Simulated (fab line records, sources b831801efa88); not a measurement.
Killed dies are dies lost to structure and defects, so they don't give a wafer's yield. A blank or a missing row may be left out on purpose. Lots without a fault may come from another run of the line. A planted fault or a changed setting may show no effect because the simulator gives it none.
fab line records | flow sky130
record lots=6 wafers=18 last_day=50
route steps=708 shown VIA2@525 METAL3@532 CAPM@537 PAD_OPEN@708
lots that met no fault: from a run of the same line without faults
start_h: hours from the record's first day to the start of the lot's first wafer shown | wait_h: hours since the lot's step before | " the same as in the row above | L1.1+2: a row that stands for several wafers | - no value, or no start given | * or withheld: withheld | < > ~ a bound
route shown NAME@n: a module of which the file shows steps, and the number in the route of the first | usual: mean/standard deviation of fault-free wafers | same: alike in all rows | chamber/n: place in a boat | sites: the reading at each site | _std_site: their standard deviation | _edge_site: outer sites' mean less inner sites' | radius_mm: how far each site lies from the wafer's centre | mask NAME#n: copy n | behind: the tool/chamber that last shaped the wafer | hold: why the lot was held/for how many hours/how that ended | device: the transistor (n, p or np) that didn't switch | end of line: the same wafers' tests at the end of the route | a step without rows: its recipe alone | killed: dies lost to structure and defects at the first sort, not the wafer's yield | map: a wafer's dies, x killed, . not, _ none there
set.NAME: the setting as run; set.NAME@STEP: as run at that earlier step | model.NAME: the simulator's own value behind a step, which no gauge read
lots at some steps of the route; a table a step, a row a wafer
services: from which hour (start_h, from the record's first day; less than 0 if before it) a tool's chamber was out of use, for how many hours, and why
## steps
# step SKY_VIA2_CLEAN_18
# recipe chemistry=IPA time_s=180 temp_c=25
# step SKY_VIA2_CLEAN_19
# recipe chemistry=O3/DIW dry=n2_spin
# step SKY_VIA2_SPUTTER_20
# recipe material=TiN target_thk_nm=20 chamber_pressure_pa=5 power_w=4000 time_s=80
# usual cathode_dc_power_W=3999.9/0.68 throttle_valve_pct=30.0/0.55
# columns lot.wafer tool chamber start_h wait_h cathode_dc_power_W throttle_valve_pct
L917.1 pvd_sputter-02 - 859.95 0.0 3998.9 29.4
L917.2 " - " " 3998.7 30.3
L917.6 " - " " 4000.8 30.4
L922.2 pvd_sputter-02 - 904.86 0.0 4000.3 30.1
L922.3 " - " " 4000.2 30.4
L922.5 " - " " 3998.6 30.4
L932.1 pvd_sputter-02 - 985.81 0.0 3999.4 29.9
L932.5 " - " " 3999.6 30.2
L932.6 " - " " 4000.4 30.8
L934.1 pvd_sputter-03 - 990.99 0.0 4000.4 30.8
L934.3 " - " " 3999.4 30.0
L934.4 " - " " 3999.5 29.8
L933.1 pvd_sputter-04 - 998.05 0.0 3999.8 29.4
L933.2 " - " " 3999.8 29.9
L933.6 " - " " 3999.8 31.2
L938.1 pvd_sputter-03 - 1016.61 0.0 3999.4 30.5
L938.2 " - " " 4001.0 30.3
L938.4 " - " " 3999.9 29.6
# step SKY_VIA2_CVD_21
# recipe material=W target_thk_nm=420 time_s=126.4 temp_c=400 pressure_torr=40
# usual heater_power_w=912/110
# columns lot.wafer tool chamber start_h wait_h heater_power_w
L917.1 cvd_w-02 1 860.01 0.0 891
L917.2 " 0 " " 1075
L917.6 " 0 " " 1072
L922.2 cvd_w-02 0 904.92 0.0 1074
L922.3 " 1 " " 878
L922.5 " 1 " " 907
L932.1 cvd_w-02 1 985.87 0.0 867
L932.5 " 1 " " 865
L932.6 " 0 " " 1072
L934.1 cvd_w-02 1 991.05 0.0 881
L934.3 " 1 " " 892
L934.4 " 0 " " 1054
L933.1 cvd_w-01 1 998.11 0.0 889
L933.2 " 0 " " 735
L933.6 " 0 " " 729
L938.1 cvd_w-02 1 1016.67 0.0 896
L938.2 " 0 " " 1077
L938.4 " 0 " " 1074
# step SKY_VIA2_RS_MEAS_22
# recipe thk_meas_gauge=four-point-probe reads=W_of_VIA2_CVD_21+TiN_of_VIA2_SPUTTER_20
# usual VIA2_W_RS=0.2747/0.0026
# columns lot.wafer tool chamber start_h wait_h VIA2_W_RS[ohm/sq]
L917.1 film_metro-01 - 860.23 0.2 0.2711
L917.2 " - " " 0.2722
L917.6 " - " " 0.2727
L922.2 film_metro-04 - 905.07 0.1 0.2775
L922.3 " - " " 0.2758
L922.5 " - " " 0.2730
L932.1 film_metro-01 - 986.00 0.1 0.2765
L932.5 " - " " 0.2779
L932.6 " - " " 0.2735
L934.1 film_metro-04 - 991.18 0.1 0.2813
L934.3 " - " " 0.2780
L934.4 " - " " 0.2749
L933.1 film_metro-01 - 998.24 0.1 0.2763
L933.2 " - " " 0.2740
L933.6 " - " " 0.2715
L938.1 film_metro-03 - 1016.80 0.1 0.2759
L938.2 " - " " 0.2768
L938.4 " - " " 0.2774
# step SKY_VIA2_THK_MEAS_23
# recipe thk_meas_gauge=xrf reads=W_of_VIA2_CVD_21
# usual VIA2_W_THK=400/5.2
# columns lot.wafer tool chamber start_h wait_h VIA2_W_THK[nm]
L917.1 film_metro-01 - 860.35 0.1 405
L917.2 " - " " 407
L917.6 " - " " 404
L922.2 film_metro-04 - 905.18 0.1 397
L922.3 " - " " 397
L922.5 " - " " 405
L932.1 film_metro-01 - 986.12 0.1 401
L932.5 " - " " 398
L932.6 " - " " 407
L934.1 film_metro-04 - 991.30 0.1 391
L934.3 " - " " 397
L934.4 " - " " 402
L933.1 film_metro-01 - 998.36 0.1 401
L933.2 " - " " 403
L933.6 " - " " 407
L938.1 film_metro-03 - 1016.92 0.1 390
L938.2 " - " " 392
L938.4 " - " " 390
# step SKY_VIA2_CMP_24
# recipe stop_on=SiO2 t_overpolish_s=20 down_force_psi=3.5 platen_rpm=60 target_thk_nm=0 pad_velocity_m_s=0.94248
# step SKY_METAL3_SPUTTER_00
# recipe material=Ti target_thk_nm=15 power_w=3000 time_s=10 chamber_pressure_pa=0.4
# usual cathode_dc_power_W=3000.0/0.55 throttle_valve_pct=30.1/0.65
# columns lot.wafer tool chamber start_h wait_h cathode_dc_power_W throttle_valve_pct
L917.1 pvd_sputter-04 - 860.71 0.2 2999.7 29.1
L917.2 " - " " 3000.2 30.0
L917.6 " - " " 2998.8 31.0
L922.2 pvd_sputter-02 - 905.53 0.2 3001.0 29.6
L922.3 " - " " 3000.4 30.2
L922.5 " - " " 2999.8 29.1
L932.1 pvd_sputter-01 - 986.48 0.2 2999.7 29.9
L932.5 " - " " 3000.2 30.4
L932.6 " - " " 3000.7 30.1
L934.1 pvd_sputter-01 - 991.72 0.2 3000.0 31.1
L934.3 " - " " 2999.7 30.0
L934.4 " - " " 2999.4 29.7
L933.1 pvd_sputter-01 - 998.72 0.1 3000.5 30.9
L933.2 " - " " 3000.4 30.4
L933.6 " - " " 2999.6 31.0
L938.1 pvd_sputter-01 - 1017.28 0.1 3000.5 31.1
L938.2 " - " " 3001.3 29.6
L938.4 " - " " 2999.6 30.2
# step SKY_METAL3_SPUTTER_01
# recipe material=TiN target_thk_nm=20 power_w=6500 time_s=16.7 chamber_pressure_pa=0.4
# usual cathode_dc_power_W=6499.9/1.2 throttle_valve_pct=30.1/0.66
# columns lot.wafer tool chamber start_h wait_h cathode_dc_power_W throttle_valve_pct
L917.1 pvd_sputter-04 - 860.73 0.0 6500.9 28.8
L917.2 " - " " 6498.9 29.6
L917.6 " - " " 6500.4 31.1
L922.2 pvd_sputter-02 - 905.55 0.0 6499.5 29.4
L922.3 " - " " 6500.2 30.2
L922.5 " - " " 6499.1 29.2
L932.1 pvd_sputter-01 - 986.50 0.0 6500.6 30.0
L932.5 " - " " 6500.0 30.2
L932.6 " - " " 6499.4 30.3
L934.1 pvd_sputter-01 - 991.74 0.0 6500.3 30.9
L934.3 " - " " 6501.7 29.9
L934.4 " - " " 6499.3 29.4
L933.1 pvd_sputter-01 - 998.74 0.0 6499.2 30.9
L933.2 " - " " 6497.9 30.2
L933.6 " - " " 6499.1 30.8
L938.1 pvd_sputter-01 - 1017.30 0.0 6499.3 31.0
L938.2 " - " " 6500.1 29.9
L938.4 " - " " 6499.2 30.2
# step SKY_METAL3_SPUTTER_02
# recipe material=AlCu target_thk_nm=735 power_w=10600 time_s=39.1 chamber_pressure_pa=0.4
# usual cathode_dc_power_W=10600/2 throttle_valve_pct=30.1/0.63
# columns lot.wafer tool chamber start_h wait_h cathode_dc_power_W throttle_valve_pct
L917.1 pvd_sputter-04 - 860.76 0.0 10598 29.3
L917.2 " - " " 10597 30.0
L917.6 " - " " 10601 31.0
L922.2 pvd_sputter-02 - 905.58 0.0 10597 29.3
L922.3 " - " " 10598 29.9
L922.5 " - " " 10601 29.6
L932.1 pvd_sputter-01 - 986.53 0.0 10599 30.2
L932.5 " - " " 10600 30.4
L932.6 " - " " 10596 30.0
L934.1 pvd_sputter-01 - 991.77 0.0 10599 31.0
L934.3 " - " " 10600 30.3
L934.4 " - " " 10598 30.0
L933.1 pvd_sputter-01 - 998.77 0.0 10601 31.2
L933.2 " - " " 10599 30.1
L933.6 " - " " 10600 30.9
L938.1 pvd_sputter-01 - 1017.32 0.0 10597 30.7
L938.2 " - " " 10600 29.8
L938.4 " - " " 10600 30.2
# step SKY_METAL3_SPUTTER_03
# recipe material=Ti target_thk_nm=5 power_w=3000 time_s=3.3 chamber_pressure_pa=0.4
# step SKY_METAL3_SPUTTER_04
# recipe material=TiN target_thk_nm=70 power_w=6500 time_s=58.3 chamber_pressure_pa=0.4
# step SKY_CAPM_CVD_00
# recipe material=SiO2 target_thk_nm=15.5 temp_c=400 time_s=withheld rf_w=450
# usual heater_power_w=703/81
# columns lot.wafer tool chamber start_h wait_h heater_power_w model.SiO2_of_CAPM_CVD_00.thk_nm
L917.1 pecvd-04 0 860.86 0.0 568 15.61
L917.2 " 1 " " 770 15.12
L917.6 " 0 " " 574 15.8
L922.2 pecvd-02 2 905.68 0.0 890 15.5
L922.3 " 1 " " 636 15.39
L922.5 " 2 " " 863 15.52
L932.1 pecvd-04 1 986.63 0.0 744 17.1
L932.5 " 2 " " 789 17.1
L932.6 " 1 " " 769 17.2
L934.1 pecvd-02 1 991.88 0.0 595 15.38
L934.3 " 0 " " 691 15.42
L934.4 " 1 " " 606 15.72
L933.1 pecvd-04 2 998.87 0.0 695 16.73
L933.2 " 0 " " 604 17.06
L933.6 " 1 " " 778 17.14
L938.1 pecvd-03 1 1017.43 0.0 705 15.29
L938.2 " 0 " " 795 15.28
L938.4 " 0 " " 767 15.6
# step SKY_CAPM_THK_MEAS_01
# recipe reads=SiO2_of_CAPM_CVD_00
# usual CAPM_CVD_00_THK=15.60/0.25
# columns lot.wafer tool chamber start_h wait_h hold CAPM_CVD_00_THK[nm]
L917.1 film_metro-02 - 860.88 - - 15.60
L917.2 " - " " - 15.12
L917.6 " - " " - 15.82
L922.2 film_metro-01 - 905.71 - - 15.51
L922.3 " - " " - 15.38
L922.5 " - " " - 15.45
L932.1 film_metro-04 - 986.66 - await_dispo/0.2h/release 17.08
L932.5 " - " " await_dispo/0.2h/release 17.11
L932.6 " - " " await_dispo/0.2h/release 17.17
L932.1 film_metro-04 - 986.88 0.2 - 17.08
L932.5 " - " " - 17.11
L932.6 " - " " - 17.23
L934.1 film_metro-04 - 991.90 - - 15.34
L934.3 " - " " - 15.42
L934.4 " - " " - 15.72
L933.1 film_metro-02 - 998.89 - await_dispo/0.2h/release 16.75
L933.2 " - " " await_dispo/0.2h/release 17.02
L933.6 " - " " await_dispo/0.2h/release 17.13
L933.1 film_metro-02 - 999.12 0.2 - 16.73
L933.2 " - " " - 17.03
L933.6 " - " " - 17.15
L938.1 film_metro-02 - 1017.46 - - 15.31
L938.2 " - " " - 15.26
L938.4 " - " " - 15.61
# step SKY_CAPM_RS_MEAS_03
# recipe thk_meas_gauge=four-point-probe reads=TiN_of_CAPM_SPUTTER_02
# usual CAPM_TIN_RS=6.84/0.076
# columns lot.wafer tool chamber start_h wait_h CAPM_TIN_RS[ohm/sq]
L917.1 film_metro-01 - 861.05 0.1 6.93
L917.2 " - " " 6.90
L917.6 " - " " 6.92
L922.2 film_metro-02 - 905.89 0.1 6.82
L922.3 " - " " 6.72
L922.5 " - " " 6.74
L932.1 film_metro-02 - 989.63 0.1 6.72
L932.5 " - " " 6.90
L932.6 " - " " 6.70
L934.1 film_metro-04 - 992.07 0.1 6.81
L934.3 " - " " 6.81
L934.4 " - " " 6.78
L933.1 film_metro-01 - 1000.21 0.1 6.95
L933.2 " - " " 6.80
L933.6 " - " " 6.89
L938.1 film_metro-01 - 1017.63 0.1 6.78
L938.2 " - " " 6.79
L938.4 " - " " 6.77
# step SKY_CAPM_THK_MEAS_04
# recipe thk_meas_gauge=xrf reads=TiN_of_CAPM_SPUTTER_02
# usual CAPM_TIN_THK=201.4/2.8
# columns lot.wafer tool chamber start_h wait_h CAPM_TIN_THK[nm]
L917.1 film_metro-01 - 861.17 0.1 197.7
L917.2 " - " " 197.9
L917.6 " - " " 196.8
L922.2 film_metro-02 - 906.00 0.1 202.9
L922.3 " - " " 206.9
L922.5 " - " " 206.4
L932.1 film_metro-02 - 989.75 0.1 206.6
L932.5 " - " " 200.7
L932.6 " - " " 206.9
L934.1 film_metro-04 - 992.19 0.1 203.4
L934.3 " - " " 202.7
L934.4 " - " " 204.8
L933.1 film_metro-01 - 1000.33 0.1 197.1
L933.2 " - " " 201.3
L933.6 " - " " 199.2
L938.1 film_metro-01 - 1017.75 0.1 201.4
L938.2 " - " " 201.2
L938.4 " - " " 202.5
# step SKY_CAPM_DEHYDRATE_05
# recipe temp_c=200 time_s=60
# step SKY_CAPM_HMDS_06
# recipe prime_time_s=60 prime_temp_c=120
# step SKY_CAPM_COAT_07
# recipe resist=NOVOLAK spin_rpm=3000 resist_thk_nm=1140
# step SKY_CAPM_SOFTBAKE_08
# recipe temp_c=90 time_s=60 resist=NOVOLAK
# step SKY_CAPM_EXPOSE_09
# recipe mask_id=CAPM na=0.6 source_shape=conventional sigma_outer=0.6 polarization=unpolarized target_cd_nm=1000 dose_mj=159
# step SKY_CAPM_PEB_10
# recipe temp_c=withheld time_s=* resist=NOVOLAK
# step SKY_CAPM_DEVELOP_11
# recipe resist=NOVOLAK developer=TMAH develop_time_s=60 dev_temp_c=23
# step SKY_CAPM_OVL_MEAS_12
# usual CAPM_OVL=0.7/1.3
# columns lot.wafer tool chamber start_h wait_h CAPM_OVL[nm]
L917.1 overlay-01 - 886.69 0.1 1.3
L917.2 " - " " 2.1
L917.6 " - " " 2.1
L922.2 overlay-01 - 930.45 0.1 0.6
L922.3 " - " " 0.6
L922.5 " - " " 0.8
L932.1 overlay-02 - 1010.21 0.1 0.7
L932.5 " - " " 1.2
L932.6 " - " " 0.1
L934.1 overlay-02 - 1014.28 0.1 0.2
L934.3 " - " " -0.1
L934.4 " - " " 0.1
L933.1 overlay-01 - 1021.69 0.1 -0.1
L933.2 " - " " 1.1
L933.6 " - " " 1.8
L938.1 overlay-02 - 1039.23 0.1 -0.3
L938.2 " - " " -1.5
L938.4 " - " " -0.8
# step SKY_CAPM_METAL_ETCH_13
# recipe target_depth_nm=220 stop_on=SiO2 chemistry=Cl2/BCl3 target=TiN pressure_mtorr=10 icp_w=900 bias_w=48.5 Cl2_flow_sccm=60 bcl3_flow_sccm=30 time_s=62.9
# step SKY_CAPM_STRIP_14
# recipe chemistry=O2/N2 power_w=1400 pressure_mtorr=1500 platen_temp_c=withheld o2_flow_sccm=3000 n2_flow_sccm=300 overash_fraction=0.5
# step SKY_CAPM_STRIP_15
# recipe chemistry=post_etch_residue_remover time_s=1200 temp_c=72.5
# step SKY_CAPM_CLEAN_16
# recipe chemistry=IPA time_s=180 temp_c=25
# step SKY_CAPM_CLEAN_17
# recipe chemistry=O3/DIW dry=n2_spin
# step SKY_METAL3_DEHYDRATE_05
# recipe temp_c=200 time_s=60
# step SKY_METAL3_HMDS_06
# recipe prime_time_s=60 prime_temp_c=120
# step SKY_METAL3_COAT_07
# recipe resist=BARC temp_c=withheld time_s=withheld spin_rpm=3000 resist_thk_nm=60
# step SKY_METAL3_COAT_08
# recipe resist=KrF-thick spin_rpm=3000 resist_thk_nm=1140
# step SKY_METAL3_SOFTBAKE_09
# recipe temp_c=100 time_s=90 resist=KrF-thick
# step SKY_METAL3_EXPOSE_10
# recipe mask_id=MM3 na=0.68 source_shape=annular sigma_inner=0.4 sigma_outer=0.8 target_cd_nm=300 dose_mj=28
# step SKY_METAL3_PEB_11
# recipe peb_temp_c=withheld peb_time_s=withheld resist=KrF-thick
# step SKY_METAL3_DEVELOP_12
# recipe develop_time_s=60 resist=KrF-thick dev_temp_c=21
# step SKY_METAL3_CD_MEAS_13
# recipe target_cd_nm=300
# usual cd_nm=299.8/1.2
# columns lot.wafer tool chamber start_h wait_h cd_nm
L917.1 cd_sem-01 - 911.75 - 299.9
L917.2 " - " " 298.3
L917.6 " - " " 298.7
L922.2 cd_sem-01 - 955.35 - 299.7
L922.3 " - " " 301.2
L922.5 " - " " 299.8
L932.1 cd_sem-02 - 1033.71 - 299.2
L932.5 " - " " 297.8
L932.6 " - " " 298.9
L934.1 cd_sem-01 - 1037.51 - 300.4
L934.3 " - " " 301.9
L934.4 " - " " 301.0
L933.1 cd_sem-02 - 1043.61 - 297.7
L933.2 " - " " 297.4
L933.6 " - " " 298.3
L938.1 cd_sem-02 - 1061.35 - 297.4
L938.2 " - " " 297.8
L938.4 " - " " 298.7
# step SKY_METAL3_OVL_MEAS_14
# usual METAL3_OVL=-3/5
# columns lot.wafer tool chamber start_h wait_h METAL3_OVL[nm]
L917.1 overlay-01 - 911.87 0.1 -6
L917.2 " - " " -6
L917.6 " - " " -3
L922.2 overlay-01 - 955.46 0.1 -6
L922.3 " - " " -5
L922.5 " - " " -4
L932.1 overlay-01 - 1033.83 0.1 2
L932.5 " - " " -10
L932.6 " - " " -2
L934.1 overlay-01 - 1037.63 0.1 3
L934.3 " - " " 6
L934.4 " - " " 5
L933.1 overlay-02 - 1043.73 0.1 -4
L933.2 " - " " -10
L933.6 " - " " -11
L938.1 overlay-02 - 1061.47 0.1 -1
L938.2 " - " " -6
L938.4 " - " " -5
# step SKY_METAL3_DESCUM_15
# recipe chemistry=O2 source_power_w=150 bias_power_w=0 pressure_mtorr=10 temp_c=40 time_s=8
# step SKY_METAL3_ETCH_16
# recipe chemistry=N2/H2 target=BARC ion_energy_ev=200 bias_w=100 pressure_mtorr=30 n2_flow_sccm=100 h2_flow_sccm=200 icp_w=500 stop_on=SiO2 time_s=88.2 target_depth_a=600
# step SKY_METAL3_ETCH_17
# recipe target=SiO2 stop_on=TiN chemistry=C4F8/O2/Ar source_w=1500 bias_w=1200 pressure_mtorr=40 c4f8_flow_sccm=withheld O2_flow_sccm=6 Ar_flow_sccm=300 time_s=3.9 target_depth_a=150
# usual oes_product_au=0.757/0.0075
# columns lot.wafer tool chamber start_h wait_h oes_product_au rf_hours_counter_h model.etch.depth_nm
L917.1 rie_diel-02 0 912.04 0.1 0.748 25 15.61
L917.2 " 1 " " 0.744 18 15.12
L917.6 " 2 " " 0.760 - 15.8
L922.2 rie_diel-02 1 955.62 0.1 0.754 19 15.5
L922.3 " 3 " " 0.755 27 15.39
L922.5 " 3 " " 0.759 - 15.52
L932.1 rie_diel-02 0 1033.99 0.1 0.788 29 17.1
L932.5 " 0 " " 0.789 - 17.1
L932.6 " 3 " " 0.803 - 17.2
L934.1 rie_diel-01 2 1037.79 0.1 0.747 15 15.38
L934.3 " 3 " " 0.749 14 15.42
L934.4 " 0 " " 0.761 7 15.72
L933.1 rie_diel-01 0 1043.89 0.1 0.789 7 16.73
L933.2 " 1 " " 0.798 22 17.06
L933.6 " 3 " " 0.793 - 17.14
L938.1 rie_diel-01 1 1061.64 0.1 0.752 23 15.29
L938.2 " 3 " " 0.752 15 15.28
L938.4 " 0 " " 0.759 8 15.6
# step SKY_PAD_OPEN_PROBE_99
# usual defect_limited_yield=82.6/1.8 killed_at_M0_to_M3=44/6.9 killed_at_M4_up=3.2/1.8 killed_at_contacts=23/5.2 killed_at_front_end=15/4.5 killed_at_other=0.3/0.56 killed_dies=85/8.8 killed_open=47/6.7 killed_short=39/6.4 sort_bin_3_pad_short=0.8/0.4 sort_bin_5_function=10.2/1.3 sort_bin_6_memory=6.4/1.1 sort_n_pass=407/8.8 sort_yield_pct=82.6/1.8
# same gross_dies=492 killed_at_back_side=0 sort_bin_4_leakage[%]=0 sort_bin_8_speed[%]=0
# columns lot.wafer tool chamber start_h wait_h defect_limited_yield[%] killed_at_M0_to_M3 killed_at_M4_up killed_at_contacts killed_at_front_end killed_at_other killed_dies killed_open killed_short sort_bin_3_pad_short[%] sort_bin_5_function[%] sort_bin_6_memory[%] sort_n_pass sort_yield_pct[%] model.etest.cap_mim.bv_v model.etest.cap_mim.leak_log10_a_cm2 model.etest.cap_mim.c_ff_um2
L917.1 prober-02 - 1083.91 0.1 84.1 45 5 18 10 0 78 40 38 1.4 10.0 4.5 414 84.1 13.74 -8.859 2.326
L917.2 prober-02 - 1083.96 0.1 82.9 54 3 14 13 0 84 50 34 0.8 10.2 6.1 408 82.9 13.23 -8.768 2.393
L917.6 prober-02 - 1084.16 0.2 80.3 40 6 30 21 0 97 55 42 0.8 12.4 6.5 395 80.3 14.87 -8.888 2.295
L922.2 prober-02 - 1119.57 0.1 83.1 44 6 15 18 0 83 36 47 1.0 8.9 6.9 409 83.1 13.98 -8.841 2.34
L922.3 prober-02 - 1119.62 0.2 80.7 52 6 24 13 0 95 56 39 0.8 11.8 6.7 397 80.7 13.8 -9.023 2.35
L922.5 prober-02 - 1119.72 0.2 81.3 45 2 24 21 0 92 50 42 0.6 11.6 6.5 400 81.3 13.77 -8.91 2.341
L932.1 prober-02 - 1180.37 0.1 82.9 41 3 25 14 1 84 46 38 0.8 8.7 7.5 408 82.9 15.27 -9.424 2.124
L932.5 prober-02 - 1180.57 0.2 80.7 48 6 23 18 0 95 52 43 1.4 12.2 5.7 397 80.7 14.7 -9.134 2.128
L932.6 prober-02 - 1180.62 0.2 81.7 36 5 27 22 0 90 49 41 0.6 9.3 8.3 402 81.7 15.2 -9.282 2.107
L934.1 prober-02 - 1184.17 0.1 80.1 49 2 24 23 0 98 57 41 1.2 12.2 6.5 394 80.1 14.29 -8.894 2.345
L934.3 prober-02 - 1184.27 0.2 82.3 45 2 24 16 0 87 43 44 1.0 9.3 7.3 405 82.3 13.42 -8.793 2.334
L934.4 prober-02 - 1184.32 0.2 83.7 43 1 21 15 0 80 43 37 0.6 9.1 6.5 412 83.7 14.64 -8.972 2.3
L933.1 prober-02 - 1187.91 0.1 82.1 42 6 30 10 0 88 41 47 0.2 11.8 5.9 404 82.1 15.33 -9.192 2.17
L933.2 prober-02 - 1187.96 0.1 82.7 44 4 25 12 0 85 47 38 1.0 8.3 7.9 407 82.7 15.82 -9.34 2.141
L933.6 prober-02 - 1188.16 0.2 79.3 42 3 37 19 1 102 57 45 1.6 11.2 7.9 390 79.3 15.38 -9.348 2.117
L938.1 prober-02 - 1200.88 0.4 83.3 47 5 17 13 0 82 39 43 0.6 8.5 7.5 410 83.3 13.81 -9.026 2.373
L938.2 prober-02 - 1200.93 0.4 79.5 60 0 26 15 0 101 54 47 1.2 11.8 7.5 391 79.5 13.65 -8.937 2.382
L938.4 prober-02 - 1201.03 0.5 80.3 56 5 20 16 0 97 52 45 0.8 9.3 9.6 395 80.3 14.3 -8.806 2.317
# killed by level:class
L917.1 VIA2:geometric_particle:open=9 VIA1:geometric_particle:open=9 CONTACT:geometric_particle:short=8 CONTACT:geometric_particle:open=8 VIA1:geometric_particle:short=6 METAL2:geometric_particle:short=5 METAL1:geometric_particle:short=5 POLY_GATE:geometric_particle:short=4
L917.2 VIA1:geometric_particle:open=14 VIA2:geometric_particle:open=9 VIA3:geometric_particle:open=9 CONTACT:geometric_particle:open=6 METAL2:geometric_particle:short=5 METAL1:geometric_particle:short=5 VIA1:geometric_particle:short=4 FIELD_ISO:geometric_particle:short=3
L917.6 VIA1:geometric_particle:open=13 CONTACT:geometric_particle:open=9 FIELD_ISO:geometric_particle:open=8 CONTACT:geometric_particle:short=7 VIA3:geometric_particle:open=7 LI_CONTACT:geometric_particle:open=6 FIELD_ISO:geometric_particle:short=5 VIA1:geometric_particle:short=5
L922.2 METAL2:geometric_particle:short=10 VIA1:geometric_particle:open=9 METAL3:geometric_particle:short=7 LOCAL_INTERCONNECT:geometric_particle:short=6 FIELD_ISO:geometric_particle:open=4 FIELD_ISO:geometric_particle:short=4 CONTACT:geometric_particle:open=4 VIA2:geometric_particle:open=4
L922.3 VIA1:geometric_particle:open=22 CONTACT:geometric_particle:open=8 LI_CONTACT:geometric_particle:open=6 METAL2:geometric_particle:short=6 VIA2:geometric_particle:open=5 VIA3:geometric_particle:open=5 METAL4:geometric_particle:short=5 FIELD_ISO:geometric_particle:open=4
L922.5 VIA1:geometric_particle:open=13 VIA1:geometric_particle:short=10 CONTACT:geometric_particle:open=9 FIELD_ISO:geometric_particle:short=6 FIELD_ISO:geometric_particle:open=5 LI_CONTACT:geometric_particle:open=5 LOCAL_INTERCONNECT:geometric_particle:short=5 VIA3:geometric_particle:open=4
L932.1 VIA2:geometric_particle:open=11 METAL1:geometric_particle:short=7 VIA1:geometric_particle:open=7 LI_CONTACT:geometric_particle:open=6 FIELD_ISO:geometric_particle:open=5 VIA2:geometric_particle:short=5 LI_CONTACT:geometric_particle:short=5 CONTACT:geometric_particle:short=5
L932.5 VIA1:geometric_particle:open=11 VIA2:geometric_particle:open=10 FIELD_ISO:geometric_particle:short=8 VIA3:geometric_particle:open=8 CONTACT:geometric_particle:open=7 LI_CONTACT:geometric_particle:open=6 METAL1:geometric_particle:short=6 METAL2:geometric_particle:short=6
L932.6 POLY_GATE:geometric_particle:open=9 LI_CONTACT:geometric_particle:open=8 CONTACT:geometric_particle:open=7 VIA2:geometric_particle:open=6 FIELD_ISO:geometric_particle:short=5 CONTACT:geometric_particle:short=5 METAL1:geometric_particle:short=5 METAL2:geometric_particle:short=5
L934.1 METAL2:geometric_particle:short=13 CONTACT:geometric_particle:open=11 FIELD_ISO:geometric_particle:open=10 VIA1:geometric_particle:open=8 VIA3:geometric_particle:open=8 VIA2:geometric_particle:open=6 LI_CONTACT:geometric_particle:open=5 CONTACT:geometric_particle:short=5
L934.3 CONTACT:geometric_particle:open=15 METAL2:geometric_particle:short=9 VIA1:geometric_particle:open=7 FIELD_ISO:geometric_particle:short=5 FIELD_ISO:geometric_particle:open=5 METAL1:geometric_particle:short=5 VIA1:geometric_particle:short=5 CONTACT:geometric_particle:short=4
L934.4 VIA1:geometric_particle:open=11 LI_CONTACT:geometric_particle:open=6 FIELD_ISO:geometric_particle:open=5 LOCAL_INTERCONNECT:geometric_particle:short=5 METAL2:geometric_particle:short=5 VIA2:geometric_particle:open=5 VIA3:geometric_particle:open=5 FIELD_ISO:geometric_particle:short=4
L933.1 VIA2:geometric_particle:open=11 CONTACT:geometric_particle:short=10 CONTACT:geometric_particle:open=8 METAL1:geometric_particle:short=6 METAL4:geometric_particle:short=6 VIA1:geometric_particle:open=5 METAL2:geometric_particle:short=5 LI_CONTACT:geometric_particle:short=4
L933.2 VIA1:geometric_particle:open=11 CONTACT:geometric_particle:open=10 CONTACT:geometric_particle:short=9 VIA3:geometric_particle:open=8 VIA1:geometric_particle:short=7 VIA2:geometric_particle:open=6 FIELD_ISO:geometric_particle:short=4 LI_CONTACT:geometric_particle:open=4
L933.6 CONTACT:geometric_particle:open=17 LI_CONTACT:geometric_particle:open=9 VIA1:geometric_particle:open=8 VIA3:geometric_particle:open=7 CONTACT:geometric_particle:short=6 VIA1:geometric_particle:short=6 METAL2:geometric_particle:short=6 FIELD_ISO:geometric_particle:short=5
L938.1 METAL2:geometric_particle:short=8 VIA3:geometric_particle:open=8 VIA2:geometric_particle:open=7 CONTACT:geometric_particle:open=6 VIA1:geometric_particle:short=6 VIA1:geometric_particle:open=6 METAL1:geometric_particle:short=5 FIELD_ISO:geometric_particle:open=4
L938.2 VIA1:geometric_particle:open=17 VIA2:geometric_particle:open=10 LI_CONTACT:geometric_particle:open=9 METAL1:geometric_particle:short=7 POLY_GATE:geometric_particle:short=6 CONTACT:geometric_particle:open=6 VIA1:geometric_particle:short=5 VIA3:geometric_particle:short=5
L938.4 VIA1:geometric_particle:open=12 VIA3:geometric_particle:open=10 METAL2:geometric_particle:short=8 METAL1:geometric_particle:short=8 LI_CONTACT:geometric_particle:open=7 CONTACT:geometric_particle:open=6 CONTACT:geometric_particle:short=5 POLY_GATE:geometric_particle:short=5
## services
# columns tool chamber start_h hours kind
pecvd-04 0 842.62 3.6 repair
pvd_sputter-02 - 842.70 1.3 repair
cvd_w-01 - 844.09 6.0 pm
pecvd-04 - 845.55 14.6 pm
cvd_w-01 0 859.38 13.3 repair
pecvd-04 - 866.32 2.8 pm
cvd_w-02 - 872.42 1.5 repair
rie_diel-02 - 884.57 0.9 repair
pvd_sputter-01 - 887.25 4.3 repair
cvd_w-01 - 904.00 14.0 pm
rie_diel-02 1 927.61 12.6 repair
pecvd-03 - 928.16 15.5 repair
pecvd-02 0 939.96 22.8 repair
pvd_sputter-04 - 980.05 17.3 repair
rie_diel-02 0 980.70 2.6 repair
rie_diel-01 1 991.54 3.7 repair
pecvd-04 - 991.86 0.5 repair
pecvd-02 1 997.52 2.4 repair
pecvd-03 2 1013.44 9.0 repair
pecvd-02 - 1016.24 1.8 repair
pecvd-04 - 1016.38 0.7 repair
pecvd-04 - 1021.32 4.3 pm
rie_diel-02 2 1032.95 7.5 repair
pecvd-02 - 1045.68 2.8 pm
## key
first_sign step=SKY_CAPM_THK_MEAS_01 reading=visit direction=added
effect step=SKY_CAPM_THK_MEAS_01 reading=CAPM_CVD_00_THK direction=up sigmas=5.8 usual=15.60 struck=17.04
effect step=SKY_METAL3_ETCH_17 reading=oes_product_au direction=up sigmas=4.9 usual=0.757 struck=0.793
model_effect step=SKY_CAPM_CVD_00 value=SiO2_of_CAPM_CVD_00.thk_nm without=15.32 struck=17.05
model_effect step=SKY_METAL3_ETCH_17 value=etch.depth_nm without=15.32 struck=17.05
model_effect step=SKY_PAD_OPEN_PROBE_99 value=etest.cap_mim.bv_v without=13.72 struck=15.28
met_at SKY_CAPM_CVD_00
struck_wafers L932.1,L932.5,L932.6,L933.1,L933.2,L933.6
onset_between 860.86 986.63
fault kind=process_parameter_drift tool=pecvd-04 chamber=- onset_h=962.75 steps=SKY_CAPM_CVD_00 channel=time_s offset=withheld shape=step end_h=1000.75 acts_in=*
